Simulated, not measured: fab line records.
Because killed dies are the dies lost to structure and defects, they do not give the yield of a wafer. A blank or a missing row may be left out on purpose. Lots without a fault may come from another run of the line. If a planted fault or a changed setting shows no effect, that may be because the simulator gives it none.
Matching of chambers | flow sky130 | 4 sister chambers for SKY_LI_CONTACT_ETCH_15 on rie-diel-01
The step etches PSG in C4F8/O2/Ar, stops on Si, target depth 600 nm. 7 wafers are shown with their chamber, then 8 later ones without.

WAFERS WITH THEIR CHAMBER
wafer  | chamber | oes-product-au (a.u.)
L489.1 | 2       | 0.833
L491.4 | 2       | 0.835
L494.2 | 3       | 0.839
L494.5 | 3       | 0.832
L493.4 | 1       | 0.842
L493.5 | 0       | 0.842
L495.2 | 1       | 0.827

WAFERS WHOSE CHAMBER IS MISSING
wafer  | oes-product-au (a.u.)
L495.3 | 0.839
L495.5 | 0.831
L497.1 | 0.836
L497.2 | 0.835
L497.3 | 0.833
L498.1 | 0.840
L498.3 | 0.836
L498.6 | 0.838

WHICH CHAMBER EACH WENT THROUGH
wafer  | from the rows above               | in truth
L495.3 | can't be placed: 0 or 3 or 1 or 2 | 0
L495.5 | can't be placed: 2 or 1 or 3 or 0 | 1
L497.1 | can't be placed: 3 or 1 or 2 or 0 | 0
L497.2 | can't be placed: 1 or 3 or 2 or 0 | 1
L497.3 | can't be placed: 2 or 1 or 3 or 0 | 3
L498.1 | can't be placed: 0 or 3 or 1 or 2 | 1
L498.3 | can't be placed: 3 or 1 or 2 or 0 | 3
L498.6 | can't be placed: 3 or 1 or 0 or 2 | 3
Correct placement for 0 of the 8. Cannot be placed on the basis of these rows: 8; the candidates contain the true chamber in 8. Wrongly placed: 0.
How it was worked out, from the rows above alone: a wafer's distance from a chamber is the root of the sum, over the readings, of the square of ((its reading less the chamber's mean) divided by the reading's scatter). If the next closest chamber is less than 2 further off than the closest, the wafer can't be placed; otherwise it belongs to the closest. Each chamber's mean is taken over the wafers shown for it. The scatter is the square root of a quotient: the sum, over the shown wafers, of each reading's squared deviation from its chamber's mean, divided by wafers minus chambers.
